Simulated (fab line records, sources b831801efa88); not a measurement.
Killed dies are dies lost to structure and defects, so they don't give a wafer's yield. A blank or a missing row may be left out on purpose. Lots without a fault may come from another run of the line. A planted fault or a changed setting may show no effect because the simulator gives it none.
Chamber matching | flow sky130 | SKY_CONTACT_ETCH_16 on rie_diel-01: 4 sister chambers
The step etches BARC in N2/H2, stops on SiO2, time 45.9 s, target depth 60 nm. 4 wafers are shown with their chamber, then 7 later ones without.

WAFERS WITH THEIR CHAMBER
wafer  | chamber | oes_product_au (a.u.)
L088.3 | 0       | 0.849
L089.3 | 3       | 0.852
L091.2 | 2       | 0.862
L091.5 | 1       | 0.856

WAFERS WITHOUT THEIR CHAMBER
wafer  | oes_product_au (a.u.)
L091.6 | 0.869
L092.4 | 0.856
L092.5 | 0.862
L092.6 | 0.857
L094.3 | 0.854
L094.4 | 0.851
L094.5 | 0.854

WHICH CHAMBER EACH WENT THROUGH
wafer  | from the rows above          | in truth
L091.6 | 2                            | 2
L092.4 | can't be placed: 1 or 3      | 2
L092.5 | 2                            | 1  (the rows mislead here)
L092.6 | can't be placed: 1 or 2 or 3 | 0
L094.3 | can't be placed: 1 or 3 or 0 | 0
L094.4 | can't be placed: 3 or 0 or 1 | 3
L094.5 | can't be placed: 1 or 3 or 0 | 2
Placed correctly: 1 of 7. Can't be placed from these rows: 5 (the true chamber is among the candidates in 2). Placed wrongly: 1.
How it was worked out, from the rows above alone: a wafer's distance from a chamber is the root of the sum, over the readings, of the square of ((its reading less the chamber's mean) divided by the reading's scatter). The wafer belongs to the nearest chamber; if the next one is less than 2 further off, it can't be placed. A chamber's mean is the mean of its shown wafers. The scatter: with one shown wafer a chamber, the root of the mean of the squares of how far each hidden wafer lies from its nearest shown one.
